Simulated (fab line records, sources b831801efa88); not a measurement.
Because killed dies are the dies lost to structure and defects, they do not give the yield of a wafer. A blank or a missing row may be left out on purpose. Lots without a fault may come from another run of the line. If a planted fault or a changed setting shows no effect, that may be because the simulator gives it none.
fab line records	flow sky130
[record] lots = 7	wafers = 21	last-day = 50
route steps=708 shown VIA2@519
lots with no fault: from the same line, run without faults
start-h: start of the lot's first displayed wafer, in hours after the record's first day	wait-h: time in hours since the lot's previous step	" repeats the value in the row above	L1.1+2: a row that stands for several wafers	- either no value or no given start	* or withheld: withheld	< > ~ a bound
route shown NAME@n: NAME is a module with steps in the file, n the number in the route of the first one	usual: average and standard deviation across the fault-free wafers	same: alike in all rows	chamber/n: place in a boat	sites: readings site by site	_std_site: how widely they spread, as a standard deviation	_edge_site: mean of outer sites minus mean of inner sites	radius-mm: how far each site lies from the wafer's centre	mask NAME#n: copy n	behind: the most recent tool/chamber to have shaped the wafer	hold: reason for holding the lot/hours on hold/outcome of the hold	device: names the non-switching transistor (n, p or np)	end of line: at the end of the route, the tests of the same wafers	a step without rows: its recipe alone	killed: not the wafer's yield, but the dies lost to structure and defects at the first sort	map: the dies of a wafer, with x for killed, . for not killed, _ for no die there
set.NAME: the setting that was run; set.NAME@STEP: the one run at that earlier step	model.NAME: the simulator's own value behind a step, which no gauge read
lots at selected steps of the route; one table per step, one row per wafer
services: a tool's chamber out of use, with start hour (start-h, from the record's first day; less than 0 if before it), hours out, and reason
[[steps]]
[step SKY_VIA2_CD_MEAS_12]
[recipe] target-cd-nm = 200
[usual] cd-nm = 199.8/1.5
lot.wafer	tool	chamber	start-h	wait-h	cd-nm
L678.2	cd-sem-01	-	906.86	-	199.3
L678.3	"	-	"	"	200.8
L678.6	"	-	"	"	198.3
L679.1	cd-sem-02	-	908.36	-	199.0
L679.2	"	-	"	"	199.5
L679.3	"	-	"	"	199.5
L680.4	cd-sem-02	-	919.66	-	197.7
L680.5	"	-	"	"	197.2
L680.6	"	-	"	"	197.2
L688.1	cd-sem-01	-	974.71	-	197.5
L688.2	"	-	"	"	196.5
L688.6	"	-	"	"	197.0
L692.1	cd-sem-02	-	998.90	-	200.0
L692.2	"	-	"	"	201.4
L692.6	"	-	"	"	200.0
L691.2	cd-sem-02	-	1004.17	-	199.3
L691.4	"	-	"	"	198.9
L691.5	"	-	"	"	199.0
L694.1	cd-sem-02	-	1014.40	-	200.6
L694.2	"	-	"	"	200.3
L694.6	"	-	"	"	200.1
[step SKY_VIA2_OVL_MEAS_13]
[usual] VIA2_OVL = 5/5.4
lot.wafer	tool	chamber	start-h	wait-h	VIA2_OVL[nm]
L678.2	overlay-01	-	906.97	0.1	-3
L678.3	"	-	"	"	4
L678.6	"	-	"	"	1
L679.1	overlay-02	-	908.48	0.1	5
L679.2	"	-	"	"	5
L679.3	"	-	"	"	6
L680.4	overlay-01	-	919.74	0.1	6
L680.5	"	-	"	"	6
L680.6	"	-	"	"	6
L688.1	overlay-01	-	974.83	0.1	3
L688.2	"	-	"	"	7
L688.6	"	-	"	"	10
L692.1	overlay-02	-	999.02	0.1	1
L692.2	"	-	"	"	1
L692.6	"	-	"	"	5
L691.2	overlay-01	-	1004.28	0.1	8
L691.4	"	-	"	"	15
L691.5	"	-	"	"	3
L694.1	overlay-01	-	1014.52	0.1	-3
L694.2	"	-	"	"	9
L694.6	"	-	"	"	3
[step SKY_VIA2_ETCH_14]
[recipe] chemistry = N2/H2	target = BARC	ion-energy-ev = 200	source-w = 500	bias-w = 100	pressure-mtorr = 30	n2-flow-sccm = 100	h2-flow-sccm = 200	stop-on = SiO2	time-s = 45.9	target-depth-a = 600
[usual] bias-w = 100.0/0.32	drypump-motor-current-A = 5.7/0.46	oes-product-au = 0.856/0.0048	rf-fwd-power-W = 494.5/2.3	throttle-valve-pct = 13.226/0.0087
lot.wafer	tool	chamber	start-h	wait-h	bias-w	drypump-motor-current-A	oes-product-au	rf-fwd-power-W	rf-hours-counter-h	throttle-valve-pct
L678.2	rie-diel-01	2	907.00	0.0	100.2	5.4	0.859	492.9	27	13.235
L678.3	"	3	"	"	99.2	5.3	0.854	492.1	14	13.232
L678.6	"	0	"	"	100.2	5.7	0.854	495.1	-	13.233
L679.1	rie-diel-01	3	908.52	0.0	99.9	5.3	0.856	490.6	14	13.223
L679.2	"	2	"	"	100.0	5.4	0.854	493.8	27	13.207
L679.3	"	0	"	"	100.1	5.7	0.867	494.9	24	13.234
L680.4	rie-diel-02	0	919.76	0.0	100.6	5.3	0.855	495.1	28	13.235
L680.5	"	1	"	"	99.9	6.6	0.851	493.3	-	13.225
L680.6	"	2	"	"	100.6	5.8	0.852	497.2	-	13.217
L688.1	rie-diel-01	1	974.87	0.0	100.3	6.3	0.857	495.9	19	13.219
L688.2	"	2	"	"	99.4	5.4	0.862	494.4	0	13.215
L688.6	"	1	"	"	99.8	6.3	0.855	496.0	-	13.208
L692.1	rie-diel-03	1	999.06	0.0	99.4	5.9	0.855	495.3	11	13.243
L692.2	"	3	"	"	99.9	5.6	0.858	498.3	5	13.239
L692.6	"	0	"	"	99.4	4.9	0.862	488.7	-	13.221
L691.2	rie-diel-01	0	1004.31	0.0	99.9	5.7	0.858	493.0	27	13.222
L691.4	"	3	"	"	100.5	5.3	0.860	492.7	17	13.234
L691.5	"	1	"	"	100.1	6.3	0.856	495.1	-	13.229
L694.1	rie-diel-03	2	1014.56	0.0	100.7	6.4	0.860	495.4	6	13.245
L694.2	"	0	"	"	99.9	4.9	0.857	494.6	14	13.230
L694.6	"	3	"	"	100.1	5.6	0.855	495.0	-	13.232
[step SKY_VIA2_ETCH_15]
[recipe] target = SiO2	chemistry = C4F8/O2/Ar	target-depth-nm = 546	stop-on = TiN	mask-material = KrF-thick	source-w = 1500	bias-w = 1200	pressure-mtorr = 40	c4f8-flow-sccm = withheld	O2_flow_sccm = 6	Ar_flow_sccm = 300	time-s = 84
[usual] bias-w = 1200/4.2	oes-product-au = 0.939/0.0047	rf-fwd-power-W = 1489/5.4
lot.wafer	tool	chamber	start-h	wait-h	bias-w	oes-product-au	rf-fwd-power-W
L678.2	rie-diel-01	2	907.04	0.0	1202	0.931	1483
L678.3	"	3	"	"	1197	0.940	1484
L678.6	"	0	"	"	1196	0.929	1496
L679.1	rie-diel-01	3	908.56	0.0	1202	0.936	1481
L679.2	"	2	"	"	1202	0.940	1491
L679.3	"	0	"	"	1198	0.947	1486
L680.4	rie-diel-02	0	919.80	0.0	1202	0.946	1496
L680.5	"	1	"	"	1200	0.942	1485
L680.6	"	2	"	"	1198	0.940	1498
L688.1	rie-diel-01	1	974.91	0.0	1197	0.938	1497
L688.2	"	2	"	"	1200	0.935	1491
L688.6	"	1	"	"	1203	0.942	1492
L692.1	rie-diel-03	1	999.10	0.0	1199	0.939	1488
L692.2	"	3	"	"	1194	0.944	1488
L692.6	"	0	"	"	1204	0.939	1487
L691.2	rie-diel-01	0	1004.35	0.0	1200	0.946	1487
L691.4	"	3	"	"	1199	0.938	1484
L691.5	"	1	"	"	1200	0.940	1495
L694.1	rie-diel-03	2	1014.60	0.0	1202	0.945	1497
L694.2	"	0	"	"	1198	0.937	1489
L694.6	"	3	"	"	1197	0.939	1497
[step SKY_VIA2_STRIP_16]
[recipe] chemistry = O2/N2	power-w = 1400	pressure-mtorr = 1500	platen-temp-c = withheld	o2-flow-sccm = 3000	n2-flow-sccm = 300	overash-fraction = 0.5
[usual] drypump-motor-current-A = 5.8/0.56	oes-product-au = 0.398/0.0047	strip-time-to-endpoint-s = 4.05/0.031
lot.wafer	tool	chamber	start-h	wait-h	drypump-motor-current-A	oes-product-au	rf-hours-counter-h	strip-time-to-endpoint-s
L678.2	plasma-asher-03	0	907.10	0.0	6.6	0.397	40	3.99
L678.3	"	1	"	"	6.0	0.399	-	4.02
L678.6	"	1	"	"	6.0	0.397	-	4.02
L679.1	plasma-asher-04	0	908.62	0.0	5.2	0.392	14	4.04
L679.2	"	1	"	"	6.4	0.399	14	3.99
L679.3	"	1	"	"	6.4	0.402	-	4.02
L680.4	plasma-asher-03	0	919.89	0.1	6.6	0.400	-	4.08
L680.5	"	1	"	"	6.0	0.402	-	4.04
L680.6	"	0	"	"	6.6	0.401	-	4.05
L688.1	plasma-asher-04	1	974.97	0.0	6.4	0.402	20	4.09
L688.2	"	0	"	"	5.2	0.391	20	4.05
L688.6	"	0	"	"	5.2	0.395	-	4.06
L692.1	plasma-asher-01	0	999.16	0.0	5.5	0.405	126	4.05
L692.2	"	1	"	"	5.2	0.401	126	4.09
L692.6	"	1	"	"	5.2	0.397	-	4.08
L691.2	plasma-asher-03	0	1004.41	0.0	6.6	0.400	50	4.03
L691.4	"	1	"	"	6.0	0.397	-	4.07
L691.5	"	1	"	"	6.1	0.404	-	4.04
L694.1	plasma-asher-03	0	1014.66	0.0	6.5	0.399	51	4.09
L694.2	"	1	"	"	6.0	0.394	51	4.10
L694.6	"	0	"	"	6.6	0.402	-	4.11
[step SKY_VIA2_STRIP_17]
[recipe] chemistry = post-etch-residue-remover	time-s = 1200	temp-c = 72.5
[step SKY_VIA2_CLEAN_18]
[recipe] chemistry = IPA	time-s = 180	temp-c = 25
[step SKY_VIA2_CLEAN_19]
[recipe] chemistry = O3/DIW	dry = n2-spin
[step SKY_VIA2_SPUTTER_20]
[recipe] material = TiN	target-thk-nm = 20	chamber-pressure-pa = 5	power-w = 4000	time-s = 80
[usual] throttle-valve-pct = 29.9/0.73
lot.wafer	tool	chamber	start-h	wait-h	throttle-valve-pct
L678.2	pvd-sputter-02	-	907.75	0.0	30.0
L678.3	"	-	"	"	30.4
L678.6	"	-	"	"	29.8
L679.1	pvd-sputter-02	-	909.31	0.0	30.9
L679.2	"	-	"	"	30.4
L679.3	"	-	"	"	30.4
L680.4	pvd-sputter-04	-	920.49	0.0	30.6
L680.5	"	-	"	"	30.1
L680.6	"	-	"	"	30.4
L688.1	pvd-sputter-04	-	975.56	0.0	31.0
L688.2	"	-	"	"	28.9
L688.6	"	-	"	"	30.6
L692.1	pvd-sputter-03	-	999.79	0.0	28.6
L692.2	"	-	"	"	30.4
L692.6	"	-	"	"	29.6
L691.2	pvd-sputter-04	-	1005.00	0.0	30.4
L691.4	"	-	"	"	28.7
L691.5	"	-	"	"	28.9
L694.1	pvd-sputter-04	-	1015.29	0.0	30.8
L694.2	"	-	"	"	30.0
L694.6	"	-	"	"	31.1
[step SKY_VIA2_CVD_21]
[recipe] material = W	target-thk-nm = 420	time-s = 126.4	temp-c = 400	pressure-torr = 40
[usual] heater-power-outer-w = 559/57	heater-power-w = 860/57
lot.wafer	tool	chamber	start-h	wait-h	heater-power-outer-w	heater-power-w
L678.2	cvd-w-02	0	907.86	0.1	583	834
L678.3	"	0	"	"	600	849
L678.6	"	0	"	"	575	832
L679.1	cvd-w-02	0	909.37	0.0	590	844
L679.2	"	0	"	"	593	828
L679.3	"	0	"	"	583	826
L680.4	cvd-w-02	0	920.68	0.2	581	852
L680.5	"	0	"	"	585	874
L680.6	"	0	"	"	589	843
L688.1	cvd-w-02	0	975.63	0.0	591	829
L688.2	"	1	"	"	613	940
L688.6	"	1	"	"	624	960
L692.1	cvd-w-02	0	999.85	0.0	591	850
L692.2	"	1	"	"	622	944
L692.6	"	1	"	"	624	962
L691.2	cvd-w-02	1	1005.06	0.0	642	951
L691.4	"	0	"	"	583	855
L691.5	"	0	"	"	597	843
L694.1	cvd-w-02	1	1015.35	0.0	637	964
L694.2	"	0	"	"	588	854
L694.6	"	0	"	"	588	865
[step SKY_VIA2_RS_MEAS_22]
[recipe] thk-meas-gauge = four-point-probe	reads = W_of_VIA2_CVD_21+TiN_of_VIA2_SPUTTER_20
[usual] VIA2_W_RS = 0.273/0.0035
lot.wafer	tool	chamber	start-h	wait-h	VIA2_W_RS[ohm/sq]
L678.2	film-metro-01	-	908.09	0.2	0.267
L678.3	"	-	"	"	0.270
L678.6	"	-	"	"	0.270
L679.1	film-metro-02	-	909.63	0.2	0.266
L679.2	"	-	"	"	0.267
L679.3	"	-	"	"	0.266
L680.4	film-metro-02	-	920.87	0.1	0.270
L680.5	"	-	"	"	0.270
L680.6	"	-	"	"	0.272
L688.1	film-metro-02	-	975.76	0.1	0.268
L688.2	"	-	"	"	0.273
L688.6	"	-	"	"	0.273
L692.1	film-metro-01	-	999.98	0.1	0.270
L692.2	"	-	"	"	0.270
L692.6	"	-	"	"	0.272
L691.2	film-metro-02	-	1005.21	0.1	0.274
L691.4	"	-	"	"	0.267
L691.5	"	-	"	"	0.268
L694.1	film-metro-02	-	1015.48	0.1	0.272
L694.2	"	-	"	"	0.272
L694.6	"	-	"	"	0.273
[step SKY_VIA2_THK_MEAS_23]
[recipe] thk-meas-gauge = xrf	reads = W_of_VIA2_CVD_21
[usual] VIA2_W_THK = 422/5.7
lot.wafer	tool	chamber	start-h	wait-h	VIA2_W_THK[nm]
L678.2	film-metro-01	-	908.20	0.1	437
L678.3	"	-	"	"	427
L678.6	"	-	"	"	432
L679.1	film-metro-02	-	909.75	0.1	427
L679.2	"	-	"	"	426
L679.3	"	-	"	"	430
L680.4	film-metro-02	-	920.96	0.1	422
L680.5	"	-	"	"	423
L680.6	"	-	"	"	419
L688.1	film-metro-02	-	975.88	0.1	424
L688.2	"	-	"	"	413
L688.6	"	-	"	"	414
L692.1	film-metro-01	-	1000.10	0.1	432
L692.2	"	-	"	"	427
L692.6	"	-	"	"	427
L691.2	film-metro-02	-	1005.32	0.1	416
L691.4	"	-	"	"	424
L691.5	"	-	"	"	423
L694.1	film-metro-02	-	1015.60	0.1	415
L694.2	"	-	"	"	416
L694.6	"	-	"	"	416
[step SKY_VIA2_CMP_24]
[recipe] stop-on = SiO2	t-overpolish-s = 20	down-force-psi = 3.5	platen-rpm = 60	target-thk-nm = 0	pad-velocity-m-s = 0.94248
[usual] edge-zone-pressure-frac = 1.001/0.005	head-pressure-psi = 3.501/0.0073	motor-current-A = 11.4/1.2	overpolish-run-s = 20.000/0.0094	time-to-endpoint-s = 103/3.6
lot.wafer	tool	chamber	start-h	wait-h	edge-zone-pressure-frac	head-pressure-psi	motor-current-A	overpolish-run-s	time-to-endpoint-s	model.W_of_VIA2_CVD_21.thk-nm	model.SiO2_of_VIA2_HDPCVD_00.thk-nm
L678.3	cmp-01	0	908.30	0.1	-	-	-	-	-	423.4	494.9
L678.2	"	1	"	"	-	-	-	-	-	428.7	492.4
L678.6	"	3	"	"	-	-	-	-	-	423.2	494.4
L679.2	cmp-01	3	909.86	0.1	-	-	-	-	-	430	494.8
L679.1	"	0	"	"	-	-	-	-	-	430.6	495.5
L679.3	"	1	"	"	-	-	-	-	-	430.8	496.8
L680.4	cmp-01	1	920.99	0.0	-	-	-	-	-	423.8	494.9
L680.5	"	1	"	"	-	-	-	-	-	423.8	494.1
L680.6	"	2	"	"	-	-	-	-	-	420.6	495
L688.1	cmp-02	2	975.94	0.1	1.002	3.497	11.4	20.019	106	0	491.2
L688.2	"	0	"	"	1.006	3.495	10.4	19.989	111	0	489.9
L688.6	"	3	"	"	0.997	3.504	10.2	19.995	112	0	490.1
L692.2	cmp-01	3	1000.24	0.1	1.003	3.504	12.2	19.997	103	0	491.7
L692.1	"	0	"	"	0.998	3.498	10.5	20.001	101	0	491.2
L692.6	"	0	"	"	0.997	3.507	10.2	20.000	102	0	491.4
L691.2	cmp-02	0	1005.37	0.0	0.995	3.508	10.1	19.986	102	0	491.3
L691.4	"	2	"	"	0.996	3.504	11.7	20.012	105	0	489.1
L691.5	"	1	"	"	1.000	3.501	12.0	20.001	104	0	490.2
L694.1	cmp-02	2	1015.76	0.1	1.004	3.499	11.8	19.983	96	0	492.2
L694.2	"	3	"	"	1.001	3.500	9.5	20.003	101	0	491.2
L694.6	"	0	"	"	1.007	3.491	10.1	20.006	95	0	492.3
[[services]]
tool	chamber	start-h	hours	kind
plasma-asher-01	-	888.89	0.7	repair
cvd-w-02	0	892.23	10.6	repair
cvd-w-02	1	894.14	20.5	repair
rie-diel-02	0	897.92	4.3	repair
rie-diel-01	1	898.92	19.5	repair
cmp-01	-	899.69	0.4	repair
pvd-sputter-03	-	907.00	6.3	repair
rie-diel-02	0	910.77	6.9	repair
cmp-01	-	912.11	4.0	pm
rie-diel-01	-	912.76	14.6	pm
cvd-w-02	1	919.29	6.9	repair
pvd-sputter-04	-	921.38	9.3	repair
plasma-asher-04	-	926.84	6.6	repair
rie-diel-01	1	927.38	7.2	repair
rie-diel-03	3	937.43	8.2	repair
cmp-02	-	938.13	0.3	repair
cmp-02	-	943.38	0.5	repair
rie-diel-02	-	954.11	0.7	repair
plasma-asher-04	-	958.24	2.8	pm
pvd-sputter-02	-	972.30	2.4	repair
cmp-02	-	995.38	1.0	repair
cmp-01	-	1005.54	5.3	pm
cmp-02	-	1012.54	1.5	repair
cmp-01	-	1014.56	8.1	repair
[[key]]
[first-sign] step = SKY_VIA2_CMP_24	reading = tool-record	direction = missing
effect none on later readings
[model-effect] step = SKY_VIA2_CMP_24	value = W_of_VIA2_CVD_21.thk-nm	without = 0	struck = 426.1
met-at SKY_VIA2_CMP_24
struck-wafers L678.2,L678.3,L678.6,L679.1,L679.2,L679.3,L680.4,L680.5,L680.6
later-rows-left-out L678.2,L678.3,L678.6,L679.1,L679.2,L679.3,L680.4,L680.5,L680.6
sort-left-out L678.2,L678.3,L678.6,L679.1,L679.2,L679.3,L680.4,L680.5,L680.6
[fault] kind = skipped-step-whole	tool = cmp-01	chamber = -	onset-h = 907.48	steps = SKY_VIA2_CMP_24	scope = struck-lots-only
// sort-left-out: the simulated sort isn't trusted on such a fault, so these wafers' sort isn't shown, and their yield isn't known
// later-rows-left-out: the simulator's readings of these wafers behind a module that went badly wrong aren't trusted and aren't shown, but for the sort
